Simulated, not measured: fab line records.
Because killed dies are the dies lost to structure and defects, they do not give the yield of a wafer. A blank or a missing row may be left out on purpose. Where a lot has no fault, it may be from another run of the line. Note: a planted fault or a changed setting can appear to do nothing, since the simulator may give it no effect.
Which tool did it? | flow sky130 | 24 lots, 72 wafers sampled, at 5 steps of a route of 708

## WHAT EACH GAUGE READ, for each wafer
SKY_LI_CONTACT_CD_MEAS_12: the cd target is 170 nm.
lot  | measured     | on        | cd_nm (nm)
L074 | day 29 06:52 | cd_sem-01 | 169.8 167.7 169.0
L075 | day 29 09:04 | cd_sem-01 | 171.4 173.0 173.0
L077 | day 30 01:50 | cd_sem-01 | 171.8 171.4 170.7
L076 | day 30 03:11 | cd_sem-02 | 171.8 171.0 171.3
L078 | day 30 07:23 | cd_sem-02 | 170.4 170.0 169.1
L079 | day 30 18:10 | cd_sem-01 | 169.8 170.7 171.0
L080 | day 32 06:22 | cd_sem-02 | 171.2 168.7 169.5
L082 | day 32 07:08 | cd_sem-02 | 172.1 169.8 169.4
L081 | day 32 08:31 | cd_sem-01 | 169.9 169.7 168.5
L083 | day 32 11:16 | cd_sem-01 | 170.5 167.9 169.3
L084 | day 32 14:31 | cd_sem-02 | 171.5 172.9 171.5
L085 | day 32 17:58 | cd_sem-01 | 171.4 170.6 170.6
L086 | day 33 03:53 | cd_sem-02 | 169.0 168.2 170.1
L087 | day 33 12:11 | cd_sem-02 | 172.4 173.5 172.6
L088 | day 33 19:32 | cd_sem-01 | 170.4 170.8 171.7
L089 | day 33 21:43 | cd_sem-01 | 167.7 168.1 169.3
L090 | day 34 05:29 | cd_sem-02 | 170.8 170.0 170.9
L091 | day 34 12:28 | cd_sem-01 | 172.3 170.9 173.1
L092 | day 35 05:07 | cd_sem-01 | 168.0 169.7 167.7
L093 | day 35 08:11 | cd_sem-02 | 169.8 170.6 169.9
L094 | day 35 10:59 | cd_sem-02 | 170.0 169.4 169.5
L095 | day 35 19:43 | cd_sem-01 | 170.5 171.3 169.8
L096 | day 36 03:14 | cd_sem-01 | 169.6 171.4 171.1
L097 | day 36 09:07 | cd_sem-02 | 171.5 169.9 171.1

SKY_VIA3_THK_MEAS_01.
lot  | measured     | on            | VIA3_HDPCVD_THK (nm)
L074 | day 38 14:39 | film_metro-01 | 1668 1637 1686
L075 | day 38 19:42 | film_metro-04 | 1646 1643 1624
L077 | day 39 09:00 | film_metro-04 | 1626 1645 1621
L076 | day 39 11:32 | film_metro-04 | 1633 1633 1630
L078 | day 39 13:58 | film_metro-01 | 1663 1678 1662
L079 | day 40 01:43 | film_metro-04 | 1598 1610 1600
L080 | day 41 08:17 | film_metro-01 | 1638 1611 1592
L082 | day 41 08:09 | film_metro-02 | 1600 1593 1601
L081 | day 41 09:37 | film_metro-01 | 1631 1637 1628
L083 | day 41 12:05 | film_metro-01 | 1633 1631 1639
L084 | day 41 14:56 | film_metro-01 | 1643 1625 1625
L085 | day 41 17:26 | film_metro-04 | 1607 1611 1603
L086 | day 42 03:16 | film_metro-02 | 1622 1640 1611
L087 | day 42 13:02 | film_metro-01 | 1644 1626 1635
L088 | day 42 18:44 | film_metro-02 | 1632 1648 1621
L089 | day 42 19:46 | film_metro-01 | 1646 1640 1640
L090 | day 43 01:49 | film_metro-01 | 1607 1636 1623
L091 | day 43 08:01 | film_metro-01 | 1647 1642 1642
L092 | day 43 19:36 | film_metro-02 | 1654 1671 1628
L093 | day 43 23:45 | film_metro-02 | 1629 1613 1662
L094 | day 44 03:23 | film_metro-04 | 1607 1601 1628
L095 | day 44 11:55 | film_metro-04 | 1633 1647 1625
L096 | day 44 17:20 | film_metro-01 | 1631 1619 1630
L097 | day 44 21:53 | film_metro-02 | 1658 1667 1644

SKY_VIA3_RS_MEAS_22: uses a four-point probe to measure.
lot  | measured     | on            | VIA3_W_RS (ohm/sq)
L074 | day 39 17:21 | film_metro-01 | 0.297 0.296 0.297
L075 | day 39 22:04 | film_metro-04 | 0.291 0.285 0.281
L077 | day 40 11:02 | film_metro-01 | 0.301 0.301 0.301
L076 | day 40 12:38 | film_metro-02 | 0.290 0.294 0.297
L078 | day 40 15:29 | film_metro-04 | 0.292 0.292 0.298
L079 | day 41 03:31 | film_metro-04 | 0.295 0.295 0.296
L080 | day 42 09:15 | film_metro-01 | 0.297 0.299 0.293
L082 | day 42 09:10 | film_metro-02 | 0.297 0.294 0.296
L081 | day 42 10:52 | film_metro-02 | 0.296 0.295 0.293
L083 | day 42 13:25 | film_metro-01 | 0.296 0.291 0.294
L084 | day 42 15:57 | film_metro-01 | 0.298 0.292 0.295
L085 | day 42 19:18 | film_metro-02 | 0.297 0.294 0.299
L086 | day 43 04:16 | film_metro-01 | 0.297 0.293 0.293
L087 | day 43 13:26 | film_metro-01 | 0.298 0.303 0.291
L088 | day 43 18:15 | film_metro-01 | 0.295 0.293 0.294
L089 | day 43 19:05 | film_metro-01 | 0.293 0.298 0.293
L090 | day 44 01:56 | film_metro-02 | 0.298 0.297 0.293
L091 | day 44 07:30 | film_metro-02 | 0.294 0.301 0.303
L092 | day 44 19:27 | film_metro-01 | 0.298 0.294 0.296
L093 | day 44 23:22 | film_metro-01 | 0.294 0.290 0.293
L094 | day 45 03:33 | film_metro-04 | 0.287 0.297 0.298
L095 | day 45 11:35 | film_metro-02 | 0.298 0.292 0.296
L096 | day 45 16:58 | film_metro-01 | 0.291 0.291 0.292
L097 | day 45 20:46 | film_metro-04 | 0.294 0.296 0.296

## WHAT TOOL EACH LOT RAN ON (gives the tool, then ch and the chambers of the sampled wafers, and finally the start)
lot  | SKY_METAL1_SPUTTER_03        | SKY_VIA3_CVD_21
L074 | pvd_sputter-01, day 31 18:56 | cvd_w-02 ch 1, day 39 17:14
L075 | pvd_sputter-03, day 31 21:32 | cvd_w-01 ch 0,1, day 39 21:56
L077 | pvd_sputter-01, day 32 13:50 | cvd_w-02 ch 0,1, day 40 10:53
L076 | pvd_sputter-03, day 32 14:50 | cvd_w-01 ch 0,1, day 40 12:29
L078 | pvd_sputter-01, day 32 18:54 | cvd_w-01 ch 0,1, day 40 15:21
L079 | pvd_sputter-02, day 33 05:49 | cvd_w-02 ch 0,1, day 41 03:23
L080 | pvd_sputter-03, day 34 16:07 | cvd_w-01 ch 0,1, day 42 09:08
L082 | pvd_sputter-01, day 34 17:04 | cvd_w-02 ch 0,1, day 42 09:01
L081 | pvd_sputter-01, day 34 18:25 | cvd_w-02 ch 0,1, day 42 10:44
L083 | pvd_sputter-02, day 34 20:23 | cvd_w-02 ch 0,1, day 42 13:17
L084 | pvd_sputter-02, day 35 00:17 | cvd_w-02 ch 0,1, day 42 15:50
L085 | pvd_sputter-01, day 35 03:04 | cvd_w-01 ch 0,1, day 42 19:11
L086 | pvd_sputter-01, day 35 12:43 | cvd_w-02 ch 0,1, day 43 04:08
L087 | pvd_sputter-01, day 35 22:32 | cvd_w-01 ch 0,1, day 43 13:17
L088 | pvd_sputter-02, day 36 05:11 | cvd_w-02 ch 1, day 43 18:02
L089 | pvd_sputter-02, day 36 06:35 | cvd_w-02 ch 0,1, day 43 18:58
L090 | pvd_sputter-01, day 36 15:13 | cvd_w-01 ch 0,1, day 44 01:47
L091 | pvd_sputter-01, day 36 20:41 | cvd_w-02 ch 0,1, day 44 07:23
L092 | pvd_sputter-03, day 37 11:29 | cvd_w-02 ch 0,1, day 44 19:20
L093 | pvd_sputter-02, day 37 15:13 | cvd_w-01 ch 0,1, day 44 23:14
L094 | pvd_sputter-01, day 37 18:56 | cvd_w-01 ch 0,1, day 45 03:24
L095 | pvd_sputter-03, day 38 03:49 | cvd_w-01 ch 0,1, day 45 11:27
L096 | pvd_sputter-02, day 38 11:01 | cvd_w-02 ch 0,1, day 45 16:49
L097 | pvd_sputter-01, day 38 16:44 | cvd_w-02 ch 0,1, day 45 20:38
- SKY_METAL1_SPUTTER_03: material Ti, target thk 5 nm, time 3.3 s.
- SKY_VIA3_CVD_21: deposits W, target thk 390 nm, time 117.31 s.

## AS READ BY THE TOOLS THEMSELVES (means over the sampled wafers that have a number; for cases with no such wafer, the mark the record gives instead)
SKY_METAL1_SPUTTER_03.
lot  | tool           | throttle_valve_pct (%)
L074 | pvd_sputter-01 | 30.3
L075 | pvd_sputter-03 | 29.6
L077 | pvd_sputter-01 | 30.1
L076 | pvd_sputter-03 | 30.0
L078 | pvd_sputter-01 | 30.2
L079 | pvd_sputter-02 | 29.5
L080 | pvd_sputter-03 | 30.7
L082 | pvd_sputter-01 | 30.3
L081 | pvd_sputter-01 | 29.6
L083 | pvd_sputter-02 | 29.5
L084 | pvd_sputter-02 | 29.4
L085 | pvd_sputter-01 | 29.8
L086 | pvd_sputter-01 | 29.5
L087 | pvd_sputter-01 | 30.8
L088 | pvd_sputter-02 | 29.6
L089 | pvd_sputter-02 | 29.3
L090 | pvd_sputter-01 | 30.5
L091 | pvd_sputter-01 | 30.5
L092 | pvd_sputter-03 | 29.9
L093 | pvd_sputter-02 | 29.5
L094 | pvd_sputter-01 | 29.7
L095 | pvd_sputter-03 | 30.9
L096 | pvd_sputter-02 | 29.2
L097 | pvd_sputter-01 | 29.9

SKY_VIA3_CVD_21.
lot  | tool     | heater_power_w (W)
L074 | cvd_w-02 | 802
L075 | cvd_w-01 | 787
L077 | cvd_w-02 | 859
L076 | cvd_w-01 | 783
L078 | cvd_w-01 | 788
L079 | cvd_w-02 | 837
L080 | cvd_w-01 | 801
L082 | cvd_w-02 | 841
L081 | cvd_w-02 | 842
L083 | cvd_w-02 | 867
L084 | cvd_w-02 | 845
L085 | cvd_w-01 | 796
L086 | cvd_w-02 | 836
L087 | cvd_w-01 | 802
L088 | cvd_w-02 | 806
L089 | cvd_w-02 | 877
L090 | cvd_w-01 | 789
L091 | cvd_w-02 | 859
L092 | cvd_w-02 | 864
L093 | cvd_w-01 | 793
L094 | cvd_w-01 | 812
L095 | cvd_w-01 | 814
L096 | cvd_w-02 | 869
L097 | cvd_w-02 | 832

## THE ANSWER, worked out from the rows above alone
Rule: what is usual is taken from the lots themselves. Put in order of their means at a reading, lots are off if they are a third of the lots or fewer, leave a main group of 4 or more, and stand apart from it by a gap of 3 or more times the standard deviation of the main group's means; of several such gaps the widest counts. The tables above print the reading to a certain number of digits; a main group whose means all agree to those digits is not used. Also off: a lot with no number at a reading for which 4 or more lots have one. The other lots that the step has rows for count as sound. After the gauges, taken in route order, come the tools' own readings; for these a lot's mean is taken, as printed above. The first step at which some lot is off is used, and at that step the reading that is off furthest; a lot without a number counts as furthest.
No lot is off on any of the readings shown, so nothing can be concluded from this.

## WHAT THE SIMULATOR HAD PUT IN
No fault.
